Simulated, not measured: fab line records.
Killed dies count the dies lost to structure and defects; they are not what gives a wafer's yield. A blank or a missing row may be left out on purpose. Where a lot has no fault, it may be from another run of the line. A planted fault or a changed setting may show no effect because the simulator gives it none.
fab line records    flow sky130
record lots=12  wafers=36  last_day=50
route steps=708 shown VT_ADJUST_NCORE@127 VT_ADJUST_HVTR@140 SONOS_TUNNEL@162 PAD_OPEN@708
lots that met no fault: taken from a fault-free run of the same line
start_h: start of the lot's first displayed wafer, in hours after the record's first day    wait_h: hours elapsed since this lot's preceding step    " identical to the entry in the row above    L1.1+2: one row covering several wafers at once    - no value present, or no start provided    * or withheld: withheld    < > ~ a bound
route shown NAME@n: names a module that has steps shown in the file, with the first one's number in the route    usual: mean/standard deviation of fault-free wafers    same: alike in all rows    chamber/n: place in a boat    sites: per-site readings    _std_site: the values' standard deviation    _edge_site: outer sites' mean less inner sites'    radius_mm: for every site, how far away it sits from the centre of the wafer    mask NAME#n: copy n    behind: the last tool/chamber to shape the wafer    hold: what put the lot on hold/how long, in hours/how the hold closed    device: whichever transistor did not switch (one of n, p or np)    end of line: at the end of the route, the tests of the same wafers    for a step that has no rows: nothing shown but its recipe    killed: dies that structure and defects cost at the first sort, which is not the same as the wafer's yield    map: dies across one wafer; x = killed, . = not, _ = none there
set.NAME: the setting as run; set.NAME@STEP: as run at that earlier step    model.NAME: the simulator's own value behind a step, which no gauge read
the route's steps for a sample of lots (tables are steps, rows are wafers)
services: when a tool's chamber went out of use (start_h, in hours from the record's first day, below 0 if earlier), for how many hours, and the reason
## steps
# step SKY_VT_ADJUST_NCORE_OVL_MEAS_08
# usual VT_ADJUST_NCORE_OVL=-0.4/1.3
lot.wafer  tool        chamber  start_h  wait_h  VT_ADJUST_NCORE_OVL[nm]
L791.2     overlay-01  -        203.03   0.1     0.4
L791.3     "           -        "        "       1.4
L791.5     "           -        "        "       0.7
L794.1     overlay-01  -        217.81   0.1     1.4
L794.2     "           -        "        "       1.4
L794.4     "           -        "        "       -0.1
L796.2     overlay-01  -        236.61   0.1     1.4
L796.3     "           -        "        "       0.6
L796.6     "           -        "        "       0.4
L797.2     overlay-02  -        244.43   0.1     -3.0
L797.3     "           -        "        "       1.4
L797.6     "           -        "        "       -0.9
L798.1     overlay-02  -        251.49   0.1     -0.4
L798.2     "           -        "        "       -1.8
L798.5     "           -        "        "       -0.6
L799.1     overlay-02  -        257.44   0.1     0.9
L799.5     "           -        "        "       -1.7
L799.6     "           -        "        "       2.1
L800.3     overlay-01  -        268.12   0.1     0.2
L800.4     "           -        "        "       -0.3
L800.6     "           -        "        "       -0.4
L806.2     overlay-02  -        319.53   0.1     1.1
L806.4     "           -        "        "       2.0
L806.6     "           -        "        "       2.0
L805.2     overlay-02  -        320.25   0.1     0.3
L805.3     "           -        "        "       -1.5
L805.6     "           -        "        "       -1.1
L808.1     overlay-02  -        330.57   0.1     0.5
L808.2     "           -        "        "       1.2
L808.5     "           -        "        "       -0.4
L809.1     overlay-01  -        337.32   0.1     -0.8
L809.2     "           -        "        "       -1.1
L809.4     "           -        "        "       -0.7
L811.2     overlay-02  -        345.48   0.1     0.0
L811.5     "           -        "        "       -0.8
L811.6     "           -        "        "       -2.0
# step SKY_VT_ADJUST_NCORE_STRIP_10
# recipe chemistry=O2/N2  power_w=1400  pressure_mtorr=1500  platen_temp_c=withheld  o2_flow_sccm=3000  n2_flow_sccm=300  overash_fraction=0.5
# usual drypump_motor_current_A=5.8/0.36  n2_flow_sccm=300.0/0.83  oes_product_au=0.716/0.0049  strip_time_to_endpoint_s=14.18/0.04
# same overash_fraction=0.5
lot.wafer  tool             chamber  start_h  wait_h  drypump_motor_current_A  n2_flow_sccm  oes_product_au  rf_hours_counter_h  strip_time_to_endpoint_s
L791.2     plasma_asher-03  0        203.21   0.1     6.4                      299.8         0.714           49                  14.10
L791.3     "                1        "        "       5.8                      299.1         0.709           -                   14.13
L791.5     "                1        "        "       5.8                      299.9         0.720           -                   14.15
L794.1     plasma_asher-04  0        217.99   0.1     5.7                      298.0         0.715           10                  14.20
L794.2     "                1        "        "       5.9                      300.2         0.711           10                  14.23
L794.4     "                0        "        "       5.7                      299.6         0.714           -                   14.23
L796.2     plasma_asher-02  1        236.79   0.1     6.1                      301.0         0.708           54                  14.17
L796.3     "                1        "        "       6.1                      299.4         0.717           -                   14.18
L796.6     "                1        "        "       6.1                      298.2         0.716           -                   14.18
L797.2     plasma_asher-03  1        244.61   0.1     5.8                      300.5         0.722           53                  14.25
L797.3     "                1        "        "       5.8                      299.2         0.719           -                   14.24
L797.6     "                0        "        "       6.5                      300.9         0.715           -                   14.19
L798.1     plasma_asher-03  0        251.68   0.1     6.5                      300.0         0.713           53                  14.19
L798.2     "                1        "        "       5.8                      300.2         0.713           53                  14.21
L798.5     "                0        "        "       6.5                      300.0         0.716           -                   14.24
L799.1     plasma_asher-04  0        257.63   0.1     5.7                      300.3         0.719           14                  14.21
L799.5     "                0        "        "       5.7                      299.4         0.725           -                   14.21
L799.6     "                1        "        "       5.9                      299.7         0.717           -                   14.25
L800.3     plasma_asher-04  1        268.39   0.1     5.9                      301.6         0.723           -                   14.22
L800.4     "                0        "        "       5.7                      301.2         0.717           -                   14.20
L800.6     "                1        "        "       5.9                      301.1         0.721           -                   14.24
L806.2     plasma_asher-04  0        319.71   0.1     5.7                      300.1         0.709           20                  14.15
L806.4     "                1        "        "       5.9                      299.3         0.717           -                   14.17
L806.6     "                1        "        "       5.9                      300.5         0.714           -                   14.14
L805.2     plasma_asher-03  0        320.43   0.1     6.5                      299.7         0.720           60                  14.15
L805.3     "                1        "        "       5.8                      300.7         0.713           -                   14.16
L805.6     "                1        "        "       5.8                      299.6         0.716           -                   14.18
L808.1     plasma_asher-02  0        330.76   0.1     5.3                      299.7         0.716           63                  14.15
L808.2     "                1        "        "       6.1                      301.2         0.716           63                  14.13
L808.5     "                1        "        "       6.1                      300.7         0.720           -                   14.09
L809.1     plasma_asher-02  1        337.51   0.1     6.1                      301.5         0.714           63                  14.16
L809.2     "                0        "        "       5.3                      299.6         0.716           63                  14.18
L809.4     "                0        "        "       5.3                      300.4         0.720           -                   14.18
L811.2     plasma_asher-02  1        345.66   0.1     6.1                      299.8         0.714           64                  14.24
L811.5     "                0        "        "       5.3                      300.5         0.719           -                   14.24
L811.6     "                1        "        "       6.1                      299.5         0.710           -                   14.24
# step SKY_VT_ADJUST_HVTR_IMPLANT_09
# recipe species=B  energy_kev=10  dose_cm2=2.1e+12  tilt_deg=withheld
# usual beam_on_s=9.99/0.19  end_station_pressure_torr=5.02e-06/2.7e-07  faraday_current_uA=11.85/0.22
# same implant_ion_amu=11
lot.wafer  tool          chamber  start_h  wait_h  beam_on_s  end_station_pressure_torr  faraday_current_uA
L791.2     implanter-01  0        224.17   0.0     10.33      4.63e-06                   11.46
L791.3     "             0        "        "       10.09      5.54e-06                   11.71
L791.5     "             0        "        "       10.06      5.26e-06                   11.81
L794.1     implanter-04  0        239.89   0.0     9.75       5.14e-06                   12.10
L794.2     "             0        "        "       9.90       5.33e-06                   11.99
L794.4     "             0        "        "       10.00      4.81e-06                   11.85
L796.2     implanter-01  0        260.77   0.0     9.82       5.31e-06                   11.97
L796.3     "             0        "        "       10.02      4.6e-06                    11.79
L796.6     "             0        "        "       10.01      5.09e-06                   11.85
L797.2     implanter-03  0        269.41   0.0     10.18      5.22e-06                   11.60
L797.3     "             0        "        "       10.27      5.44e-06                   11.49
L797.6     "             0        "        "       9.81       5.61e-06                   12.08
L798.1     implanter-03  0        276.23   0.0     9.67       4.86e-06                   12.30
L798.2     "             0        "        "       10.28      4.65e-06                   11.51
L798.5     "             0        "        "       10.09      4.62e-06                   11.71
L799.1     implanter-01  0        282.59   0.0     9.50       5.17e-06                   12.40
L799.5     "             0        "        "       10.05      4.93e-06                   11.77
L799.6     "             0        "        "       9.86       4.74e-06                   12.05
L800.3     implanter-04  0        293.09   0.1     10.12      4.77e-06                   11.73
L800.4     "             0        "        "       10.22      5.38e-06                   11.64
L800.6     "             0        "        "       9.83       4.69e-06                   12.05
L806.2     implanter-01  0        346.47   0.0     12.10      0.00010817                 9.82
L806.4     "             0        "        "       12.62      0.0001057                  9.46
L806.6     "             0        "        "       12.02      0.00010732                 9.88
L805.2     implanter-04  0        347.35   0.0     10.17      4.87e-06                   11.67
L805.3     "             0        "        "       10.02      4.83e-06                   11.82
L805.6     "             0        "        "       10.13      4.84e-06                   11.68
L808.1     implanter-01  0        357.88   0.0     12.64      0.00012241                 9.50
L808.2     "             0        "        "       12.57      0.00010847                 9.44
L808.5     "             0        "        "       12.01      0.0001149                  10.01
L809.1     implanter-04  0        364.79   0.0     10.21      4.85e-06                   11.67
L809.2     "             0        "        "       10.00      5.29e-06                   11.89
L809.4     "             0        "        "       9.90       5.14e-06                   11.96
L811.2     implanter-03  0        373.46   0.0     9.91       4.65e-06                   11.91
L811.5     "             0        "        "       10.15      4.84e-06                   11.74
L811.6     "             0        "        "       10.06      4.93e-06                   11.80
# step SKY_VT_ADJUST_HVTR_TW_MEAS_11
# usual VT_ADJUST_HVTR_TW=210.4/1.2
lot.wafer  tool           chamber  start_h  wait_h  VT_ADJUST_HVTR_TW
L791.2     film_metro-02  -        224.40   0.1     209.8
L791.3     "              -        "        "       211.1
L791.5     "              -        "        "       209.8
L794.1     film_metro-01  -        240.14   0.1     211.1
L794.2     "              -        "        "       212.5
L794.4     "              -        "        "       211.4
L796.2     film_metro-01  -        261.00   0.1     211.5
L796.3     "              -        "        "       212.6
L796.6     "              -        "        "       211.1
L797.2     film_metro-04  -        269.65   0.1     211.4
L797.3     "              -        "        "       210.9
L797.6     "              -        "        "       211.5
L798.1     film_metro-01  -        276.48   0.1     207.7
L798.2     "              -        "        "       207.5
L798.5     "              -        "        "       209.2
L799.1     film_metro-02  -        282.84   0.1     208.6
L799.5     "              -        "        "       208.8
L799.6     "              -        "        "       208.2
L800.3     film_metro-02  -        293.31   0.1     210.3
L800.4     "              -        "        "       210.9
L800.6     "              -        "        "       211.3
L806.2     film_metro-02  -        346.70   0.1     223.8
L806.4     "              -        "        "       224.0
L806.6     "              -        "        "       223.7
L805.2     film_metro-01  -        347.59   0.1     208.3
L805.3     "              -        "        "       208.5
L805.6     "              -        "        "       209.0
L808.1     film_metro-04  -        358.13   0.1     225.3
L808.2     "              -        "        "       225.0
L808.5     "              -        "        "       224.8
L809.1     film_metro-02  -        365.04   0.1     210.9
L809.2     "              -        "        "       212.6
L809.4     "              -        "        "       211.7
L811.2     film_metro-01  -        373.70   0.1     209.2
L811.5     "              -        "        "       209.9
L811.6     "              -        "        "       209.7
# step SKY_SONOS_TUNNEL_OVL_MEAS_08
# usual SONOS_TUNNEL_OVL=0.2/1.5
lot.wafer  tool        chamber  start_h  wait_h  SONOS_TUNNEL_OVL[nm]
L791.2     overlay-01  -        272.31   0.1     -0.5
L791.3     "           -        "        "       0.7
L791.5     "           -        "        "       1.8
L794.1     overlay-01  -        288.52   0.1     3.4
L794.2     "           -        "        "       0.8
L794.4     "           -        "        "       2.4
L796.2     overlay-01  -        312.15   0.1     0.6
L796.3     "           -        "        "       -2.2
L796.6     "           -        "        "       -1.2
L797.2     overlay-01  -        320.55   0.1     0.6
L797.3     "           -        "        "       1.8
L797.6     "           -        "        "       1.1
L798.1     overlay-01  -        328.72   0.1     2.4
L798.2     "           -        "        "       2.7
L798.5     "           -        "        "       1.0
L799.1     overlay-02  -        335.04   0.1     1.1
L799.5     "           -        "        "       -0.5
L799.6     "           -        "        "       0.2
L800.3     overlay-02  -        346.26   0.1     0.9
L800.4     "           -        "        "       -0.1
L800.6     "           -        "        "       -2.1
L806.2     overlay-01  -        403.98   0.1     0.1
L806.4     "           -        "        "       -0.9
L806.6     "           -        "        "       -1.4
L805.2     overlay-01  -        404.28   0.1     0.1
L805.3     "           -        "        "       -0.2
L805.6     "           -        "        "       -0.9
L808.1     overlay-02  -        415.47   0.1     -0.5
L808.2     "           -        "        "       -2.5
L808.5     "           -        "        "       -2.1
L809.1     overlay-02  -        423.49   0.1     -2.0
L809.2     "           -        "        "       -1.1
L809.4     "           -        "        "       -0.8
L811.2     overlay-02  -        433.40   0.1     -2.1
L811.5     "           -        "        "       -1.3
L811.6     "           -        "        "       -0.3
# step SKY_PAD_OPEN_PROBE_99
# usual killed_at_M0_to_M3=42/6.4  killed_at_M4_up=3.0/2  killed_at_contacts=24/5.2  killed_at_front_end=14/4.2  killed_at_other=0.4/0.72  killed_dies=84/9  killed_open=46/6.6  killed_short=38/6
# same gross_dies=492  killed_at_back_side=0
lot.wafer  tool       chamber  start_h  wait_h  killed_at_M0_to_M3  killed_at_M4_up  killed_at_contacts  killed_at_front_end  killed_at_other  killed_dies  killed_open  killed_short
L791.2     prober-02  -        1092.30  0.1     51                  3                24                  14                   0                92           41           51
L791.3     prober-02  -        1092.35  0.2     41                  0                27                  24                   0                92           60           32
L791.5     prober-02  -        1092.45  0.2     46                  6                22                  6                    0                80           38           42
L794.1     prober-01  -        1109.22  0.1     40                  6                24                  12                   1                83           51           32
L794.2     prober-01  -        1109.27  0.1     50                  4                27                  6                    0                87           56           31
L794.4     prober-01  -        1109.37  0.2     40                  2                30                  5                    0                77           41           36
L796.2     prober-01  -        1125.43  0.1     44                  8                24                  16                   0                92           46           43
L796.3     prober-01  -        1125.48  0.2     44                  3                25                  10                   1                83           36           45
L796.6     prober-01  -        1125.63  0.2     47                  3                36                  10                   0                96           47           49
L797.2     prober-02  -        1130.51  0.1     46                  5                31                  12                   1                95           49           46
L797.3     prober-02  -        1130.56  0.2     36                  3                16                  13                   1                69           38           31
L797.6     prober-02  -        1130.71  0.2     40                  6                21                  11                   0                78           40           38
L798.1     prober-01  -        1133.52  0.1     45                  3                23                  8                    0                79           43           36
L798.2     prober-01  -        1133.57  0.1     48                  3                22                  12                   0                85           46           39
L798.5     prober-01  -        1133.72  0.2     33                  3                26                  12                   0                74           31           42
L799.1     prober-02  -        1143.25  0.1     39                  9                31                  13                   0                92           50           42
L799.5     prober-02  -        1143.45  0.2     44                  4                27                  15                   0                90           49           41
L799.6     prober-02  -        1143.50  0.2     57                  3                30                  13                   0                103          53           50
L800.3     prober-01  -        1145.90  0.2     43                  3                28                  5                    0                79           38           40
L800.4     prober-01  -        1145.95  0.2     43                  2                21                  12                   0                78           47           30
L800.6     prober-01  -        1146.05  0.2     36                  2                32                  11                   3                84           48           33
L806.2     prober-01  -        1181.05  0.1     42                  4                22                  18                   0                86           43           41
L806.4     prober-01  -        1181.15  0.2     53                  3                31                  16                   0                103          57           43
L806.6     prober-01  -        1181.25  0.2     50                  6                22                  17                   1                96           50           44
L805.2     prober-02  -        1183.63  0.1     53                  1                12                  10                   1                77           35           42
L805.3     prober-02  -        1183.68  0.2     40                  2                24                  6                    1                73           36           37
L805.6     prober-02  -        1183.83  0.2     38                  6                28                  12                   1                85           45           39
L808.1     prober-02  -        1191.62  0.1     58                  2                16                  13                   0                89           48           41
L808.2     prober-02  -        1191.67  0.1     40                  4                19                  23                   0                86           49           36
L808.5     prober-02  -        1191.82  0.2     39                  5                12                  20                   1                77           37           40
L809.1     prober-01  -        1193.94  0.1     30                  1                25                  16                   0                72           45           27
L809.2     prober-01  -        1193.99  0.1     42                  1                29                  11                   0                83           39           44
L809.4     prober-01  -        1194.09  0.2     46                  1                28                  17                   0                92           55           37
L811.2     prober-01  -        1200.24  0.1     42                  1                25                  14                   2                84           43           39
L811.5     prober-01  -        1200.39  0.2     39                  1                23                  17                   4                84           41           39
L811.6     prober-01  -        1200.44  0.2     49                  3                25                  10                   4                91           48           40
# killed by level:class
L791.2 VIA1:geometric_particle:open=8 LI_CONTACT:geometric_particle:open=7 CONTACT:geometric_particle:open=7 VIA1:geometric_particle:short=7 VIA3:geometric_particle:open=7 METAL2:geometric_particle:short=6 LOCAL_INTERCONNECT:geometric_particle:short=5 METAL1:geometric_particle:short=5
L791.3 POLY_GATE:geometric_particle:open=11 VIA1:geometric_particle:open=11 LI_CONTACT:geometric_particle:open=8 CONTACT:geometric_particle:open=8 METAL2:geometric_particle:short=7 FIELD_ISO:geometric_particle:short=6 METAL2:geometric_particle:open=6 VIA2:geometric_particle:open=6
L791.5 CONTACT:geometric_particle:open=10 METAL1:geometric_particle:short=8 VIA3:geometric_particle:open=8 VIA1:geometric_particle:open=6 METAL2:geometric_particle:short=6 LOCAL_INTERCONNECT:geometric_particle:short=5 VIA2:geometric_particle:short=5 VIA2:geometric_particle:open=5
L794.1 VIA3:geometric_particle:open=11 VIA1:geometric_particle:open=8 LOCAL_INTERCONNECT:geometric_particle:short=7 VIA2:geometric_particle:open=7 FIELD_ISO:geometric_particle:open=6 CONTACT:geometric_particle:open=6 LI_CONTACT:geometric_particle:open=6 METAL1:geometric_particle:short=5
L794.2 VIA1:geometric_particle:open=15 CONTACT:geometric_particle:open=13 METAL1:geometric_particle:short=6 LI_CONTACT:geometric_particle:open=6 VIA1:geometric_particle:short=6 VIA2:geometric_particle:open=5 METAL2:geometric_particle:open=4 LOCAL_INTERCONNECT:geometric_particle:short=4
L794.4 CONTACT:geometric_particle:open=10 VIA2:geometric_particle:open=7 LI_CONTACT:geometric_particle:open=7 METAL1:geometric_particle:short=6 CONTACT:geometric_particle:short=5 VIA1:geometric_particle:short=5 VIA3:geometric_particle:open=5 LOCAL_INTERCONNECT:geometric_particle:short=4
L796.2 VIA1:geometric_particle:open=10 METAL2:geometric_particle:short=9 CONTACT:geometric_particle:open=8 LI_CONTACT:geometric_particle:open=7 METAL1:geometric_particle:short=6 VIA3:geometric_particle:open=6 FIELD_ISO:geometric_particle:short=5 POLY_GATE:geometric_particle:short=5
L796.3 VIA1:geometric_particle:open=13 METAL2:geometric_particle:short=10 LI_CONTACT:geometric_particle:open=6 CONTACT:geometric_particle:short=6 FIELD_ISO:geometric_particle:short=5 LI_CONTACT:geometric_particle:short=5 CONTACT:geometric_particle:open=5 VIA2:geometric_particle:open=5
L796.6 LI_CONTACT:geometric_particle:open=15 METAL1:geometric_particle:short=9 CONTACT:geometric_particle:short=8 VIA1:geometric_particle:open=8 CONTACT:geometric_particle:open=6 VIA3:geometric_particle:open=6 VIA1:geometric_particle:short=6 METAL2:geometric_particle:short=5
L797.2 CONTACT:geometric_particle:open=14 VIA3:geometric_particle:open=8 VIA2:geometric_particle:open=6 LI_CONTACT:geometric_particle:open=6 CONTACT:geometric_particle:short=6 VIA2:geometric_particle:short=5 VIA1:geometric_particle:open=5 METAL2:geometric_particle:short=5
L797.3 METAL1:geometric_particle:short=8 VIA2:geometric_particle:open=7 LI_CONTACT:geometric_particle:open=6 VIA3:geometric_particle:open=5 VIA1:geometric_particle:open=4 CONTACT:geometric_particle:short=4 FIELD_ISO:geometric_particle:short=3 POLY_GATE:geometric_particle:open=3
L797.6 CONTACT:geometric_particle:open=8 VIA1:geometric_particle:open=7 METAL1:geometric_particle:short=6 VIA2:geometric_particle:open=6 LI_CONTACT:geometric_particle:open=5 VIA1:geometric_particle:short=5 LOCAL_INTERCONNECT:geometric_particle:short=4 VIA2:geometric_particle:short=4
L798.1 METAL2:geometric_particle:short=10 VIA2:geometric_particle:open=9 VIA3:geometric_particle:open=8 CONTACT:geometric_particle:open=7 LI_CONTACT:geometric_particle:short=6 LI_CONTACT:geometric_particle:open=5 VIA1:geometric_particle:open=5 VIA2:geometric_particle:short=4
L798.2 VIA1:geometric_particle:open=13 CONTACT:geometric_particle:open=8 LI_CONTACT:geometric_particle:open=7 METAL1:geometric_particle:short=7 VIA3:geometric_particle:open=6 VIA2:geometric_particle:open=5 LOCAL_INTERCONNECT:geometric_particle:short=4 VIA1:geometric_particle:short=4
L798.5 CONTACT:geometric_particle:open=7 LOCAL_INTERCONNECT:geometric_particle:short=6 METAL1:geometric_particle:short=6 LI_CONTACT:geometric_particle:open=5 VIA1:geometric_particle:open=5 METAL2:geometric_particle:short=5 VIA2:geometric_particle:open=4 METAL3:geometric_particle:short=4
L799.1 CONTACT:geometric_particle:open=15 METAL2:geometric_particle:short=10 CONTACT:geometric_particle:short=8 VIA1:geometric_particle:open=8 METAL4:geometric_particle:short=8 VIA3:geometric_particle:open=7 FIELD_ISO:geometric_particle:open=5 VIA2:geometric_particle:open=5
L799.5 CONTACT:geometric_particle:open=14 METAL2:geometric_particle:short=9 VIA1:geometric_particle:open=9 LI_CONTACT:geometric_particle:open=6 VIA3:geometric_particle:open=6 FIELD_ISO:geometric_particle:short=5 LOCAL_INTERCONNECT:geometric_particle:short=4 VIA2:geometric_particle:short=4
L799.6 VIA1:geometric_particle:open=18 CONTACT:geometric_particle:open=10 VIA1:geometric_particle:short=9 LOCAL_INTERCONNECT:geometric_particle:short=7 VIA2:geometric_particle:open=7 METAL2:geometric_particle:short=6 VIA3:geometric_particle:open=5 CONTACT:geometric_particle:short=5
L800.3 VIA1:geometric_particle:open=9 LI_CONTACT:geometric_particle:open=8 METAL2:geometric_particle:short=7 LI_CONTACT:geometric_particle:short=6 CONTACT:geometric_particle:open=6 VIA1:geometric_particle:short=5 VIA2:geometric_particle:open=5 VIA3:geometric_particle:open=5
L800.4 VIA2:geometric_particle:open=11 CONTACT:geometric_particle:open=8 METAL2:geometric_particle:short=7 VIA1:geometric_particle:open=6 VIA3:geometric_particle:open=6 LI_CONTACT:geometric_particle:open=5 METAL1:geometric_particle:short=5 FIELD_ISO:geometric_particle:open=3
L800.6 CONTACT:geometric_particle:open=17 VIA1:geometric_particle:open=10 LI_CONTACT:geometric_particle:open=6 METAL1:geometric_particle:short=5 METAL2:geometric_particle:short=5 LI_CONTACT:geometric_particle:short=4 VIA1:geometric_particle:short=4 FIELD_ISO:geometric_particle:short=3
L806.2 VIA1:geometric_particle:open=11 VIA1:geometric_particle:short=8 CONTACT:geometric_particle:short=7 CONTACT:geometric_particle:open=7 VIA3:geometric_particle:open=7 FIELD_ISO:geometric_particle:short=5 POLY_GATE:geometric_particle:open=5 VIA3:geometric_particle:short=5
L806.4 CONTACT:geometric_particle:open=12 VIA1:geometric_particle:open=11 METAL2:geometric_particle:short=9 LI_CONTACT:geometric_particle:open=7 VIA2:geometric_particle:open=7 VIA3:geometric_particle:open=7 POLY_GATE:geometric_particle:short=5 LOCAL_INTERCONNECT:geometric_particle:short=5
L806.6 VIA1:geometric_particle:open=15 CONTACT:geometric_particle:open=10 VIA2:geometric_particle:open=8 FIELD_ISO:geometric_particle:short=7 METAL2:geometric_particle:short=7 VIA3:geometric_particle:open=7 METAL4:geometric_particle:short=5 VIA1:geometric_particle:short=5
L805.2 VIA1:geometric_particle:open=17 VIA1:geometric_particle:short=9 METAL2:geometric_particle:short=8 CONTACT:geometric_particle:short=5 METAL1:geometric_particle:short=4 CONTACT:geometric_particle:open=4 VIA2:geometric_particle:open=4 METAL3:geometric_particle:short=3
L805.3 METAL1:geometric_particle:short=10 LI_CONTACT:geometric_particle:open=8 CONTACT:geometric_particle:short=6 VIA1:geometric_particle:open=6 VIA3:geometric_particle:open=6 CONTACT:geometric_particle:open=5 METAL2:geometric_particle:short=5 VIA2:geometric_particle:short=4
L805.6 CONTACT:geometric_particle:open=9 LI_CONTACT:geometric_particle:open=6 CONTACT:geometric_particle:short=6 METAL2:geometric_particle:short=6 VIA3:geometric_particle:open=6 METAL1:geometric_particle:short=5 VIA1:geometric_particle:open=5 VIA2:geometric_particle:open=5
L808.1 VIA1:geometric_particle:open=16 METAL2:geometric_particle:short=12 VIA3:geometric_particle:open=7 CONTACT:geometric_particle:open=5 VIA1:geometric_particle:short=5 FIELD_ISO:geometric_particle:short=4 FIELD_ISO:geometric_particle:open=4 LI_CONTACT:geometric_particle:open=4
L808.2 FIELD_ISO:geometric_particle:open=8 VIA1:geometric_particle:open=8 LI_CONTACT:geometric_particle:open=7 VIA1:geometric_particle:short=6 CONTACT:geometric_particle:open=5 METAL2:geometric_particle:short=5 FIELD_ISO:geometric_particle:short=4 VIA2:geometric_particle:open=4
L808.5 METAL2:geometric_particle:short=9 VIA1:geometric_particle:open=8 FIELD_ISO:geometric_particle:short=7 POLY_GATE:geometric_particle:open=5 FIELD_ISO:geometric_particle:open=4 POLY_GATE:geometric_particle:short=4 CONTACT:geometric_particle:open=4 VIA1:geometric_particle:short=4
L809.1 LI_CONTACT:geometric_particle:open=8 CONTACT:geometric_particle:open=8 VIA1:geometric_particle:open=7 VIA2:geometric_particle:open=7 VIA3:geometric_particle:open=5 FIELD_ISO:geometric_particle:short=4 FIELD_ISO:geometric_particle:open=4 LI_CONTACT:geometric_particle:short=3
L809.2 VIA1:geometric_particle:open=11 CONTACT:geometric_particle:short=9 CONTACT:geometric_particle:open=8 METAL1:geometric_particle:short=7 LI_CONTACT:geometric_particle:open=6 METAL2:geometric_particle:short=6 VIA1:geometric_particle:short=5 POLY_GATE:geometric_particle:short=4
L809.4 CONTACT:geometric_particle:open=14 LI_CONTACT:geometric_particle:open=10 VIA1:geometric_particle:open=9 VIA1:geometric_particle:short=7 METAL1:geometric_particle:short=6 METAL2:geometric_particle:short=5 VIA2:geometric_particle:open=5 VIA3:geometric_particle:open=5
L811.2 VIA1:geometric_particle:open=15 CONTACT:geometric_particle:open=11 METAL2:geometric_particle:short=7 CONTACT:geometric_particle:short=7 POLY_GATE:geometric_particle:short=5 METAL1:geometric_particle:short=5 LI_CONTACT:geometric_particle:open=5 VIA3:geometric_particle:open=5
L811.5 VIA1:geometric_particle:open=11 POLY_GATE:geometric_particle:open=8 CONTACT:geometric_particle:open=8 CONTACT:geometric_particle:short=8 FIELD_ISO:geometric_particle:short=5 METAL3:geometric_particle:short=5 VIA1:geometric_particle:short=4 VIA2:geometric_particle:open=4
L811.6 CONTACT:geometric_particle:short=11 VIA2:geometric_particle:open=9 VIA3:geometric_particle:open=9 LI_CONTACT:geometric_particle:open=8 VIA1:geometric_particle:open=8 METAL2:geometric_particle:short=5 VIA1:geometric_particle:short=5 METAL3:geometric_particle:short=5
## services
tool             chamber  start_h  hours  kind
plasma_asher-03  -        230.10   2.5    repair
implanter-04     -        259.89   6.4    repair
plasma_asher-02  -        266.38   7.5    repair
implanter-03     -        292.03   9.4    pm
implanter-03     -        305.80   1.5    repair
plasma_asher-04  -        320.83   0.8    repair
plasma_asher-03  -        332.09   1.1    repair
implanter-01     -        337.04   4.3    pm
implanter-01     -        341.87   1.5    repair
implanter-04     -        371.80   5.5    pm
## key
first_sign step=SKY_VT_ADJUST_HVTR_IMPLANT_09  reading=end_station_pressure_torr  direction=up  sigmas=99+  usual=5.02e-06  struck=0.00011116
effect step=SKY_VT_ADJUST_HVTR_IMPLANT_09  reading=beam_on_s  direction=up  sigmas=12  usual=9.99  struck=12.33
effect step=SKY_VT_ADJUST_HVTR_TW_MEAS_11  reading=VT_ADJUST_HVTR_TW  direction=up  sigmas=12  usual=210.4  struck=224.4
met_at SKY_VT_ADJUST_HVTR_IMPLANT_09
struck_lots L806,L808
tester_left_out L806,L808
not_acting_at SKY_VT_ADJUST_NCORE_OVL_MEAS_08,SKY_VT_ADJUST_NCORE_STRIP_10,SKY_SONOS_TUNNEL_OVL_MEAS_08
onset_between 282.59 346.47
fault kind=process_parameter_drift  tool=implanter-01  chamber=-  onset_h=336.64  steps=SKY_VT_ADJUST_HVTR_IMPLANT_09  channel=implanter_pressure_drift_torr  offset=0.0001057  shape=step  end_h=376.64
fault kind=process_parameter_drift  tool=implanter-01  chamber=-  onset_h=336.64  steps=SKY_VT_ADJUST_HVTR_IMPLANT_09  channel=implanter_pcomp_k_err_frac  offset=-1  shape=step  end_h=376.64
# tester_left_out: of these lots the tester's yield and bins aren't shown, on N5 and GAA mostly nor the transistor test; their killed dies are dies lost to structure and defects alone, not to doping, threshold or leakage, so they don't give the yield
